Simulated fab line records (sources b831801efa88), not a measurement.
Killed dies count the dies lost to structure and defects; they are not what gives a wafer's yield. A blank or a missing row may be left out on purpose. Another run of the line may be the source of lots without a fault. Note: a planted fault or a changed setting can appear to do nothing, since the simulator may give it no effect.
Which tool is to blame? -- flow sky130 -- Sampling: 6 lots, 18 wafers, 2 of 708 route steps

== WHAT THE GAUGES READ, wafer by wafer ==
SKY_PWDE_TW_MEAS_10.
lot,measured,on,PWDE_TW
L711,day 4 08:19,film-metro-01,382 382 382
L714,day 5 05:13,film-metro-01,383 380 379
L715,day 5 14:07,film-metro-02,375 374 375
L722,day 7 04:27,film-metro-02,411 412 411
L725,day 7 14:25,film-metro-01,384 387 382
L727,day 8 00:46,film-metro-01,383 383 381

== TOOL THAT RAN EACH LOT (tool first, then ch and the chambers of the sampled wafers, then the start) ==
lot,SKY_PWDE_IMPLANT_08
L711,"implanter-03 ch 0, day 4 08:04"
L714,"implanter-03 ch 0, day 5 04:58"
L715,"implanter-01 ch 0, day 5 13:54"
L722,"implanter-03 ch 0, day 7 04:12"
L725,"implanter-01 ch 0, day 7 14:12"
L727,"implanter-01 ch 0, day 8 00:33"
- SKY_PWDE_IMPLANT_08

== THE ANSWER, worked out from the rows above alone ==
Rule: what is usual is taken from the lots themselves. The widest of any qualifying gaps counts: lots, ordered by their means at a reading, are off when they make up no more than a third of the lots, leave a main group of 4 or more, and stand apart from it by 3 or more times the standard deviation of that group's means. A main group whose means are all the same, to the digits that the tables above print for the reading, isn't used. Also off: a lot with no number at a reading for which 4 or more lots have one. All remaining lots with rows at the step are treated as sound.
Off: L722, seen at SKY_PWDE_TW_MEAS_10 (PWDE_TW). For the main group the mean is 381 and the standard deviation 3.3.
If a tool, at a process step before that reading, ran all the lots that are off and no sound lot after the first of them, it fits. The gauges at SKY_PWDE_TW_MEAS_10 are tried like those tools. Can't be told from this: 2 tools fit, implanter-03 at SKY_PWDE_IMPLANT_08, film-metro-02 at SKY_PWDE_TW_MEAS_10.

== WHAT THE SIMULATOR HAD INSERTED ==
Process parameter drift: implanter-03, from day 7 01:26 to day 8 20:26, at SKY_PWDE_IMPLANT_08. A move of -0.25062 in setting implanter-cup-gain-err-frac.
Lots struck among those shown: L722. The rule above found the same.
